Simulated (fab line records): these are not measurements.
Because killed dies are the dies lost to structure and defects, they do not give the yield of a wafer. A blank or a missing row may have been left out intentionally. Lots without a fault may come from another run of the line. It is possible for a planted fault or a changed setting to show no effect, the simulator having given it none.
Struck lot and sound lot, side by side | flow gf180mcu | 16 steps out of a route of 602
Sound: wafers L891.2, L891.5, L891.6. The struck wafers were L893.4, L893.5, L893.6. Last of all comes the cause.
Each step with rows lists, per side, the tool, then ch with its chambers, then its first start. Under that, the readings that differ: sound wafers | struck wafers | difference of the means | sigmas: that difference in standard deviations of wafers without a fault.
alike: readings whose means differ by less than 2 such deviations, and words and numbers that are the same on both sides. not compared: withheld readings, readings that some wafer has no value for, bounds like >300 that may hide the same value, and numbers for which the record gives no deviation and whose values overlap.
The two part at a step that has a row with sigmas, a row that says differs or no value, or rows on one side only. Numbers that don't overlap but have no deviation are shown without sigmas and don't part them. A reading missing from all wafers of one side parts the sides only when that side holds two or more wafers.

GF_V2_CMP_04: polishes SiO2.
  sound on cmp-01 ch 0,2,3, day 22 17:16; struck on cmp-02 ch 0,1,3, day 23 07:49
  alike: headPressurePsi, motorCurrentA, slurryFilterDpKPa, timeToEndpointS
GF_V2_BOW_MEAS_05:
  sound on filmMetro-02, day 22 17:26; struck on filmMetro-02, day 23 08:02
  alike: V2_BOW
then, 8 steps without rows for these wafers: GF_V2_DEHYDRATE_06 (time 60 s); GF_V2_HMDS_07 (prime time 60 s); GF_V2_COAT_08; GF_V2_COAT_09 (resist thk 991.2 nm); GF_V2_SOFTBAKE_10 (time 60 s); GF_V2_EXPOSE_11 (exposes mask Via2, target cd 260 nm); GF_V2_PEB_12 (peb time 90 s); GF_V2_DEVELOP_13 (develop time 60 s).
GF_V2_CD_MEAS_14 targets a cd of 260 nm.
  sound on cdSem-01, day 23 16:05; struck on cdSem-01, day 24 06:34
reading   | sound             | struck            | difference | sigmas
cdNm (nm) | 260.2 261.3 260.6 | 257.7 257.8 258.5 | -2.7       | -2
GF_V2_OVL_MEAS_15:
  sound on overlay-01, day 23 16:11; struck on overlay-02, day 24 06:39
  alike: V2_OVL
GF_V2_ETCH_16: etches BARC in N2/H2.
  sound on rieDiel-03 ch 1,2,3, day 23 16:13; struck on rieDiel-03 ch 1,2, day 24 06:40
  no value came back on the struck wafers for any of 6 readings (biasW (W), chamberPressureMTorr (mTorr) and others); on the sound wafers biasW (W) reads 100.20 100.06 100.15
GF_V2_ETCH_17: etches SiO2 in C4F8/O2/Ar, stops on TiN, target depth 630 nm.
  sound on rieDiel-03 ch 1,2,3; struck on rieDiel-03 ch 1,2
reading             | sound             | struck            | difference | sigmas
oesProductAu (a.u.) | 0.857 0.855 0.850 | 0.380 0.369 0.378 | -0.478     | -96
  alike: biasW, chamberPressureMTorr
GF_V2_STRIP_18: strips in O2/N2.
  sound on plasmaAsher-03 ch 0,1, day 23 16:20; struck on plasmaAsher-04 ch 0,1, day 24 06:50
reading             | sound             | struck            | difference | sigmas
oesProductAu (a.u.) | 0.588 0.580 0.586 | 0.614 0.610 0.609 | +0.026     | +5
  alike: drypumpMotorCurrentA, heaterPowerW, n2FlowSccm
  not compared: rfHoursCounterH
then, 1 step without rows for these wafers: GF_V2_STRIP_19 (strips in post etch residue remover, time 1200 s).

## WHERE THEY PART
At GF_V2_CD_MEAS_14 first; at GF_V2_STRIP_18 last (within this record only).

WHY: what the simulator had put in
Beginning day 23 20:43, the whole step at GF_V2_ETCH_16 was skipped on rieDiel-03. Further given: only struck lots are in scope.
